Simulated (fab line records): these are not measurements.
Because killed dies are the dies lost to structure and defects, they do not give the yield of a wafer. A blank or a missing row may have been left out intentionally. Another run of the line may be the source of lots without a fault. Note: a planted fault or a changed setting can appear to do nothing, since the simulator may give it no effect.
Code-filled problem report in 8D (eight disciplines) form :: flow gf180mcu :: the parts of the form that need people (team, actions taken, sign-off) are left out

== 1. THE ISSUE ==
Across 6 wafers from 2 lots, HV_LDD_CVD_56_THK at GF_HV_LDD_THK_MEAS_57 averages 33.1 nm, while fault-free wafers read 90.1 nm with a standard deviation of 0.98. That puts it -58 standard deviations away from the usual mean.
Seen first at day 15 12:20 on filmMetro-03, wafer L585.3. Wafers with a number at this step in the record: 33, from 11 lots. Rule for "out" (also "out of limits"): further than 4 standard deviations from the usual mean. Any other wafer with a number is counted as sound.

== 2. WHAT IT IS; WHAT IT IS NOT ==
question: which readings at this step
is: HV_LDD_CVD_56_THK
is not: -

question: which lots
is: L585, L587
is not: L577, L582, L588, L589, L590, L591, L596, L597, L598

question: which wafers of those lots
is: all that have a number
is not: -

question: read on which gauges
is: filmMetro-03
is not: filmMetro-01, filmMetro-04

question: when
is: from day 15 12:20
is not: up to then (6 sound wafers); but 21 sound wafers of L588, L589, L590, L591, L596, L597, L598 came after

== 3. WHAT RULES OUT EACH SUSPECT ==
Counting: a tool at a process step up to the reading stays a suspect if it ran every lot that is out and no sound lot after the first of them.
- the gauge at GF_HV_LDD_THK_MEAS_57 has been ruled out. All the wafers that are out were read on filmMetro-03, but those of them that GF_HV_LDD_ETCHBACK_58 has rows for are out there too, on other tools.
- lpcvd-02 at GF_HV_LDD_CVD_56 (deposits Si3N4 from DCS/NH3, target thk 90 nm, time 1543 s): ruled out as a lasting fault. After its first lot that is out, L585 (day 15 10:53), sound lots L597, L598 ran on it.
Left after counting: nothing in the record.

== 4. THE CAUSE (what the simulator had put in) ==
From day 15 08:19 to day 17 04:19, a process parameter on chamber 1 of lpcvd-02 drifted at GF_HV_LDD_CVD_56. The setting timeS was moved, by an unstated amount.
Counting ruled it out, wrongly: the rule takes a fault to strike every lot that its tool runs from its start on, and this one did not.

== 5. THE CHAIN OF EFFECTS, in route order ==
Each row: a reading where the mean over the struck wafers with a number is more than 3 standard deviations away from the usual. Scope: only readings with a usual standard deviation given in the record; hours: median across lots of the time from each lot's start at the first step in this table that gives one to its start at this step; sigmas: change in usual standard deviations.
hours: 0
step: GF_HV_LDD_THK_MEAS_57
reading: HV_LDD_CVD_56_THK
usual: 90.1 nm
on struck wafers: 33.1
change: -57.0
sigmas: -58

hours: 0
step: GF_HV_LDD_ETCHBACK_58
reading: oesProductAu
usual: 0.844 a.u.
on struck wafers: 0.551
change: -0.293
sigmas: -41

hours: 0
step: GF_HV_LDD_ETCHBACK_58
reading: throttleValvePct
usual: 10.561 %
on struck wafers: 10.517
change: -0.044
sigmas: -4.7
Here are the process steps it includes:
- GF_HV_LDD_ETCHBACK_58: etches Si3N4 in CH3F/O2, stops on SiO2, time 100 s, target depth 90 nm.
At these later measuring or inspecting steps, every struck wafer for which the step has a row has a number for every such reading, and none has moved that far: GF_CONTACT_BOW_MEAS_05.

== 6. WHAT WOULD HAVE CAUGHT IT SOONER ==
4 hours passed between the start of the fault at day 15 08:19 and the first reading out of limits at a measuring or inspecting step in this record, taken at day 15 12:20.
An alarm limit of 4 standard deviations would not have fired on the tool readings at GF_HV_LDD_CVD_56 for which the record gives a usual standard deviation, since none of them was out on any struck wafer.
